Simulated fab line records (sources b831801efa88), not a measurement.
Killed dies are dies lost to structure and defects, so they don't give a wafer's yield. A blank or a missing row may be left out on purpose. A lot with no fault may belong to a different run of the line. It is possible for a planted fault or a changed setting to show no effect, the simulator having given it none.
fab line records | flow sky130
[record] lots = 12 | wafers = 36 | last_day = 50
route steps=708 shown METAL2@501 VIA3@586 METAL5@662 PAD_OPEN@708
lots with no fault: from the same line, run without faults
start_h: hours from the record's opening day to when the first of the lot's shown wafers began | wait_h: how many hours have passed since the lot's step before this one | " the same as in the row above | L1.1+2: one row covering several wafers at once | - value missing, or start not given | * or withheld: withheld | < > ~ a bound
route shown NAME@n: a module of which the file shows steps, and the number in the route of the first | usual: mean and standard deviation over wafers with no fault | same: alike in all rows | chamber/n: place in a boat | sites: the reading at each site | _std_site: the values' standard deviation | _edge_site: mean of outer sites minus mean of inner sites | radius_mm: how far each site lies from the wafer's centre | mask NAME#n: copy n | behind: the most recent tool/chamber to have shaped the wafer | hold: what put the lot on hold/how long, in hours/how the hold closed | device: names the non-switching transistor (n, p or np) | end of line: the tests these same wafers got at the end of their route | a step given without rows: its recipe and nothing more | killed: at the first sort, the dies lost to defects and structure; wafer yield is something else | map: dies across one wafer; x = killed, . = not, _ = none there
set.NAME: the run value of the setting; set.NAME@STEP: its run value at that earlier step | model.NAME: the simulator's own value behind a step, which no gauge read
a sample of lots followed through the steps of the route, with each step as a table and each wafer as a row
services: from which hour (start_h, from the record's first day; less than 0 if before it) a tool's chamber was out of use, for how many hours, and why
[[steps]]
[step SKY_METAL2_ETCH_18]
[recipe] chemistry = N2/H2 | target = BARC | ion_energy_ev = 200 | bias_w = 100 | pressure_mtorr = 30 | n2_flow_sccm = 100 | h2_flow_sccm = 200 | icp_w = 500 | stop_on = SiO2 | time_s = 45.9 | target_depth_a = 600
[usual] drypump_motor_current_A = 5.71/0.29 | oes_product_au = 0.855/0.0048 | throttle_valve_pct = 13.224/0.0097
lot.wafer | tool         | chamber | start_h | wait_h | drypump_motor_current_A | oes_product_au | rf_hours_counter_h | throttle_valve_pct
L690.1    | rie_metal-01 | 1       | 850.10  | 0.0    | 5.69                    | 0.855          | 11                 | 13.224
L690.2    | "            | 0       | "       | "      | 5.45                    | 0.851          | 6                  | 13.235
L690.3    | "            | 1       | "       | "      | 5.69                    | 0.858          | -                  | 13.221
L691.2    | rie_metal-01 | 1       | 854.14  | 0.0    | 5.69                    | 0.849          | 11                 | 13.240
L691.5    | "            | 0       | "       | "      | 5.45                    | 0.860          | -                  | 13.231
L691.6    | "            | 1       | "       | "      | 5.66                    | 0.861          | -                  | 13.220
L692.2    | rie_metal-04 | 1       | 859.10  | 0.1    | 6.04                    | 0.857          | -                  | 13.230
L692.3    | "            | 1       | "       | "      | 6.02                    | 0.850          | -                  | 13.230
L692.5    | "            | 1       | "       | "      | 6.00                    | 0.850          | -                  | 13.220
L693.1    | rie_metal-04 | 1       | 869.39  | 0.1    | 6.03                    | 0.855          | 9                  | 13.227
L693.2    | "            | 1       | "       | "      | 6.04                    | 0.852          | -                  | 13.225
L693.4    | "            | 1       | "       | "      | 6.06                    | 0.861          | -                  | 13.241
L694.2    | rie_metal-04 | 1       | 873.65  | 0.1    | 6.05                    | 0.859          | -                  | 13.222
L694.3    | "            | 1       | "       | "      | 6.04                    | 0.847          | -                  | 13.226
L694.5    | "            | 1       | "       | "      | 6.05                    | 0.856          | -                  | 13.219
L695.1    | rie_metal-03 | 1       | 884.01  | 0.0    | 5.82                    | 0.855          | 13                 | 13.230
L695.2    | "            | 0       | "       | "      | 5.85                    | 0.846          | 5                  | 13.244
L695.4    | "            | 1       | "       | "      | 5.82                    | 0.855          | -                  | 13.209
L697.1    | rie_metal-04 | 1       | 903.34  | 0.0    | 6.05                    | 0.851          | 11                 | 13.239
L697.2    | "            | 0       | "       | "      | 5.07                    | 0.850          | 1                  | 13.226
L697.3    | "            | 0       | "       | "      | 5.08                    | 0.849          | -                  | 13.231
L699.2    | rie_metal-01 | 1       | 914.40  | 0.0    | 5.71                    | 0.854          | 14                 | 13.202
L699.3    | "            | 1       | "       | "      | 5.71                    | 0.854          | -                  | 13.220
L699.5    | "            | 1       | "       | "      | 5.71                    | 0.854          | -                  | 13.217
L701.2    | rie_metal-04 | 0       | 922.71  | 0.0    | 5.09                    | 0.861          | 2                  | 13.202
L701.4    | "            | 0       | "       | "      | 5.08                    | 0.850          | -                  | 13.228
L701.5    | "            | 0       | "       | "      | 5.08                    | 0.861          | -                  | 13.213
L702.2    | rie_metal-04 | 1       | 933.95  | 0.0    | 6.04                    | 0.862          | 13                 | 13.234
L702.3    | "            | 1       | "       | "      | 6.03                    | 0.849          | -                  | 13.233
L702.5    | "            | 1       | "       | "      | 6.03                    | 0.861          | -                  | 13.255
L709.2    | rie_metal-04 | 1       | 985.40  | 0.0    | 6.04                    | 0.860          | 16                 | 13.233
L709.3    | "            | 1       | "       | "      | 6.02                    | 0.857          | -                  | 13.220
L709.6    | "            | 1       | "       | "      | 6.05                    | 0.854          | -                  | 13.213
L708.3    | rie_metal-03 | 0       | 995.28  | 0.0    | 5.84                    | 0.857          | -                  | 13.213
L708.5    | "            | 0       | "       | "      | 5.87                    | 0.858          | -                  | 13.217
L708.6    | "            | 1       | "       | "      | 5.84                    | 0.849          | -                  | 13.229
[step SKY_VIA3_OVL_MEAS_13]
[usual] VIA3_OVL = -1/5.3
lot.wafer | tool       | chamber | start_h | wait_h | VIA3_OVL[nm]
L690.1    | overlay-02 | -       | 958.03  | 0.1    | 1
L690.2    | "          | -       | "       | "      | 0
L690.3    | "          | -       | "       | "      | -2
L691.2    | overlay-02 | -       | 960.29  | 0.1    | 4
L691.5    | "          | -       | "       | "      | 5
L691.6    | "          | -       | "       | "      | -2
L692.2    | overlay-02 | -       | 964.69  | 0.1    | 7
L692.3    | "          | -       | "       | "      | 8
L692.5    | "          | -       | "       | "      | 5
L693.1    | overlay-01 | -       | 975.63  | 0.1    | -13
L693.2    | "          | -       | "       | "      | -4
L693.4    | "          | -       | "       | "      | -2
L694.2    | overlay-02 | -       | 979.45  | 0.1    | -6
L694.3    | "          | -       | "       | "      | -3
L694.5    | "          | -       | "       | "      | 6
L695.1    | overlay-02 | -       | 989.07  | 0.1    | -1
L695.2    | "          | -       | "       | "      | 3
L695.4    | "          | -       | "       | "      | 0
L697.1    | overlay-01 | -       | 1007.08 | 0.1    | -1
L697.2    | "          | -       | "       | "      | 1
L697.3    | "          | -       | "       | "      | -3
L699.2    | overlay-01 | -       | 1015.34 | 0.1    | 2
L699.3    | "          | -       | "       | "      | 2
L699.5    | "          | -       | "       | "      | 3
L701.2    | overlay-01 | -       | 1024.00 | 0.1    | 3
L701.4    | "          | -       | "       | "      | 1
L701.5    | "          | -       | "       | "      | -4
L702.2    | overlay-01 | -       | 1033.24 | 0.1    | -9
L702.3    | "          | -       | "       | "      | -3
L702.5    | "          | -       | "       | "      | -3
L709.2    | overlay-02 | -       | 1081.50 | 0.1    | -2
L709.3    | "          | -       | "       | "      | -4
L709.6    | "          | -       | "       | "      | 3
L708.3    | overlay-02 | -       | 1087.90 | 0.1    | -5
L708.5    | "          | -       | "       | "      | -6
L708.6    | "          | -       | "       | "      | -1
[step SKY_METAL5_SPUTTER_01]
[recipe] material = TiN | target_thk_nm = 20 | power_w = 6500 | time_s = 16.7 | chamber_pressure_pa = 0.4
[usual] throttle_valve_pct = 29.9/0.69
lot.wafer | tool           | chamber | start_h | wait_h | throttle_valve_pct
L690.1    | pvd_sputter-02 | -       | 1033.77 | 0.0    | 30.8
L690.2    | "              | -       | "       | "      | 29.0
L690.3    | "              | -       | "       | "      | 29.3
L691.2    | pvd_sputter-02 | -       | 1035.19 | 0.0    | 29.1
L691.5    | "              | -       | "       | "      | 30.4
L691.6    | "              | -       | "       | "      | 29.5
L692.2    | pvd_sputter-03 | -       | 1038.50 | 0.0    | 29.6
L692.3    | "              | -       | "       | "      | 31.1
L692.5    | "              | -       | "       | "      | 31.6
L693.1    | pvd_sputter-02 | -       | 1049.60 | 0.0    | 30.5
L693.2    | "              | -       | "       | "      | 29.1
L693.4    | "              | -       | "       | "      | 29.8
L694.2    | pvd_sputter-03 | -       | 1054.21 | 0.0    | 30.1
L694.3    | "              | -       | "       | "      | 30.3
L694.5    | "              | -       | "       | "      | 30.1
L695.1    | pvd_sputter-02 | -       | 1062.00 | 0.0    | 30.4
L695.2    | "              | -       | "       | "      | 29.2
L695.4    | "              | -       | "       | "      | 29.2
L697.1    | pvd_sputter-01 | -       | 1079.61 | 0.0    | 28.8
L697.2    | "              | -       | "       | "      | 30.0
L697.3    | "              | -       | "       | "      | 29.9
L699.2    | pvd_sputter-03 | -       | 1087.35 | 0.0    | 29.7
L699.3    | "              | -       | "       | "      | 30.1
L699.5    | "              | -       | "       | "      | 31.0
L701.2    | pvd_sputter-02 | -       | 1094.75 | 0.0    | 29.2
L701.4    | "              | -       | "       | "      | 30.7
L701.5    | "              | -       | "       | "      | 29.0
L702.2    | pvd_sputter-02 | -       | 1102.15 | 0.0    | 29.0
L702.3    | "              | -       | "       | "      | 29.4
L702.5    | "              | -       | "       | "      | 29.2
L709.2    | pvd_sputter-03 | -       | 1145.79 | 0.0    | 29.4
L709.3    | "              | -       | "       | "      | 31.2
L709.6    | "              | -       | "       | "      | 30.0
L708.3    | pvd_sputter-02 | -       | 1151.29 | 0.0    | 29.3
L708.5    | "              | -       | "       | "      | 28.8
L708.6    | "              | -       | "       | "      | 30.6
[step SKY_METAL5_THK_MEAS_06]
[recipe] thk_meas_gauge = xrf | reads = AlCu_of_METAL5_SPUTTER_02
[usual] METAL5_ALCU_THK = 1137/13
lot.wafer | tool          | chamber | start_h | wait_h | METAL5_ALCU_THK[nm]
L690.1    | film_metro-04 | -       | 1034.03 | 0.1    | 1161
L690.2    | "             | -       | "       | "      | 1133
L690.3    | "             | -       | "       | "      | 1144
L691.2    | film_metro-02 | -       | 1035.47 | 0.1    | 1129
L691.5    | "             | -       | "       | "      | 1148
L691.6    | "             | -       | "       | "      | 1143
L692.2    | film_metro-04 | -       | 1038.77 | 0.1    | 1129
L692.3    | "             | -       | "       | "      | 1143
L692.5    | "             | -       | "       | "      | 1135
L693.1    | film_metro-04 | -       | 1049.86 | 0.1    | 1142
L693.2    | "             | -       | "       | "      | 1126
L693.4    | "             | -       | "       | "      | 1127
L694.2    | film_metro-01 | -       | 1054.48 | 0.1    | 1131
L694.3    | "             | -       | "       | "      | 1136
L694.5    | "             | -       | "       | "      | 1120
L695.1    | film_metro-04 | -       | 1062.26 | 0.1    | 1147
L695.2    | "             | -       | "       | "      | 1148
L695.4    | "             | -       | "       | "      | 1138
L697.1    | film_metro-04 | -       | 1079.88 | 0.1    | 1116
L697.2    | "             | -       | "       | "      | 1130
L697.3    | "             | -       | "       | "      | 1116
L699.2    | film_metro-02 | -       | 1087.62 | 0.1    | 1138
L699.3    | "             | -       | "       | "      | 1146
L699.5    | "             | -       | "       | "      | 1144
L701.2    | film_metro-01 | -       | 1095.03 | 0.1    | 1148
L701.4    | "             | -       | "       | "      | 1150
L701.5    | "             | -       | "       | "      | 1137
L702.2    | film_metro-02 | -       | 1102.42 | 0.1    | 1127
L702.3    | "             | -       | "       | "      | 1132
L702.5    | "             | -       | "       | "      | 1113
L709.2    | film_metro-04 | -       | 1146.07 | 0.1    | 1162
L709.3    | "             | -       | "       | "      | 1144
L709.6    | "             | -       | "       | "      | 1144
L708.3    | film_metro-01 | -       | 1151.58 | 0.1    | 1137
L708.5    | "             | -       | "       | "      | 1137
L708.6    | "             | -       | "       | "      | 1136
[step SKY_PAD_OPEN_PROBE_99]
[usual] defect_limited_yield = 82.5/2.1 | killed_at_M0_to_M3 = 43/7.7 | killed_at_M4_up = 2.9/1.9 | killed_at_contacts = 24/5.9 | killed_at_front_end = 16/5.1 | killed_at_other = 0.3/0.63 | killed_dies = 86/10 | killed_open = 47/7.6 | killed_short = 39/6.8 | sort_bin_3_pad_short = 0.8/0.44 | sort_bin_5_function = 10.4/1.6 | sort_bin_6_memory = 6.3/1.1 | sort_n_pass = 406/10 | sort_yield_pct = 82.5/2.1
[same] gross_dies = 492 | killed_at_back_side = 0 | sort_bin_4_leakage[%] = 0 | sort_bin_8_speed[%] = 0
lot.wafer | tool      | chamber | start_h | wait_h | defect_limited_yield[%] | killed_at_M0_to_M3 | killed_at_M4_up | killed_at_contacts | killed_at_front_end | killed_at_other | killed_dies | killed_open | killed_short | sort_bin_3_pad_short[%] | sort_bin_5_function[%] | sort_bin_6_memory[%] | sort_n_pass | sort_yield_pct[%]
L701.2    | prober-02 | -       | 1155.38 | 0.1    | 74.4                    | 81                 | 1               | 35                 | 9                   | 0               | 126         | 40          | 41           | 2.4                     | 15.9                   | 7.3                  | 366         | 74.4
L701.4    | prober-02 | -       | 1155.48 | 0.2    | 76.8                    | 76                 | 1               | 25                 | 12                  | 0               | 114         | 36          | 36           | 2.2                     | 15.4                   | 5.5                  | 378         | 76.8
L701.5    | prober-02 | -       | 1155.53 | 0.2    | 75.2                    | 87                 | 1               | 21                 | 13                  | 0               | 122         | 41          | 42           | 3.5                     | 15.0                   | 6.3                  | 370         | 75.2
L702.2    | prober-01 | -       | 1161.94 | 0.1    | 72.0                    | 97                 | 4               | 23                 | 14                  | 0               | 138         | 39          | 41           | 4.1                     | 17.5                   | 6.5                  | 354         | 72.0
L702.3    | prober-01 | -       | 1161.99 | 0.2    | 70.9                    | 89                 | 5               | 31                 | 18                  | 0               | 143         | 46          | 44           | 3.0                     | 19.3                   | 6.7                  | 349         | 70.9
L702.5    | prober-01 | -       | 1162.09 | 0.2    | 76.4                    | 89                 | 2               | 10                 | 15                  | 0               | 116         | 28          | 34           | 3.7                     | 12.2                   | 7.7                  | 376         | 76.4
// killed by level:class
L701.2 METAL2:unspecified=44 CONTACT:geometric_particle:short=9 CONTACT:geometric_particle:open=8 LI_CONTACT:geometric_particle:open=8 VIA1:geometric_particle:open=8 VIA3:geometric_particle:open=6 LOCAL_INTERCONNECT:geometric_particle:short=6 METAL1:geometric_particle:short=5
L701.4 METAL2:unspecified=42 LI_CONTACT:geometric_particle:open=8 CONTACT:geometric_particle:open=7 VIA1:geometric_particle:open=6 METAL2:geometric_particle:short=6 VIA3:geometric_particle:short=5 POLY_GATE:geometric_particle:open=3 LI_CONTACT:geometric_particle:short=3
L701.5 METAL2:unspecified=39 CONTACT:geometric_particle:open=9 VIA1:geometric_particle:open=8 VIA2:geometric_particle:open=7 METAL2:geometric_particle:short=6 METAL1:geometric_particle:short=6 VIA1:geometric_particle:short=6 CONTACT:geometric_particle:short=5
L702.2 METAL2:unspecified=58 LI_CONTACT:geometric_particle:open=10 METAL1:geometric_particle:short=7 CONTACT:geometric_particle:short=5 VIA3:geometric_particle:short=5 POLY_GATE:geometric_particle:open=4 CONTACT:geometric_particle:open=4 VIA1:geometric_particle:open=4
L702.3 METAL2:unspecified=53 CONTACT:geometric_particle:short=9 CONTACT:geometric_particle:open=8 VIA2:geometric_particle:open=8 LI_CONTACT:geometric_particle:open=7 POLY_GATE:geometric_particle:short=7 VIA1:geometric_particle:open=6 FIELD_ISO:geometric_particle:open=5
L702.5 METAL2:unspecified=54 LI_CONTACT:geometric_particle:open=5 METAL1:geometric_particle:short=5 VIA1:geometric_particle:short=5 METAL2:geometric_particle:short=5 POLY_GATE:geometric_particle:open=4 CONTACT:geometric_particle:open=4 VIA2:geometric_particle:open=4
[[services]]
tool           | chamber | start_h | hours | kind
pvd_sputter-02 | 0       | 854.98  | -     | consumable_replace:kit
pvd_sputter-02 | 0       | 854.98  | 18.0  | scheduled_down
pvd_sputter-02 | 0       | 854.98  | 18.0  | vent_cycle
rie_metal-04   | 0       | 856.61  | 30.4  | repair
rie_metal-04   | -       | 870.28  | 2.8   | pm
pvd_sputter-01 | -       | 871.75  | 0.5   | repair
pvd_sputter-03 | -       | 887.45  | 2.3   | repair
rie_metal-03   | 0       | 890.16  | 8.6   | repair
pvd_sputter-02 | -       | 904.63  | 8.7   | repair
rie_metal-04   | 1       | 909.61  | 2.4   | repair
pvd_sputter-01 | -       | 916.74  | 1.0   | repair
rie_metal-03   | -       | 950.52  | 5.0   | repair
pvd_sputter-01 | -       | 967.71  | 0.5   | repair
rie_metal-01   | 1       | 981.71  | 21.0  | repair
pvd_sputter-01 | -       | 1003.53 | 1.0   | repair
pvd_sputter-02 | 3       | 1012.01 | -     | consumable_replace:kit
pvd_sputter-02 | 3       | 1012.01 | 18.0  | scheduled_down
pvd_sputter-02 | 3       | 1012.01 | 18.0  | vent_cycle
pvd_sputter-02 | 2       | 1055.64 | -     | consumable_replace:kit
pvd_sputter-02 | 2       | 1055.64 | 18.0  | scheduled_down
pvd_sputter-02 | 2       | 1055.64 | 18.0  | vent_cycle
rie_metal-04   | -       | 1068.95 | 1.4   | pm
rie_metal-01   | 1       | 1073.48 | 10.3  | repair
rie_metal-01   | -       | 1131.55 | 15.6  | pm
[[key]]
[first_sign] step = SKY_PAD_OPEN_PROBE_99 | reading = killed_at_M0_to_M3 | direction = up | sigmas = 5.7 | usual = 43 | struck = 86
[effect] step = SKY_PAD_OPEN_PROBE_99 | reading = sort_bin_3_pad_short | direction = up | sigmas = 5.4 | usual = 0.8 | struck = 3.2
met_at SKY_METAL2_ETCH_18
struck_lots L701,L702
not_acting_at SKY_VIA3_OVL_MEAS_13,SKY_METAL5_SPUTTER_01,SKY_METAL5_THK_MEAS_06
onset_between 903.34 922.71
[fault] kind = chamber_particle_source | tool = rie_metal-04 | chamber = - | onset_h = 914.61 | steps = SKY_METAL2_ETCH_18 | rate_per_visit_cm2 = 0.9676 | end_h = 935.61
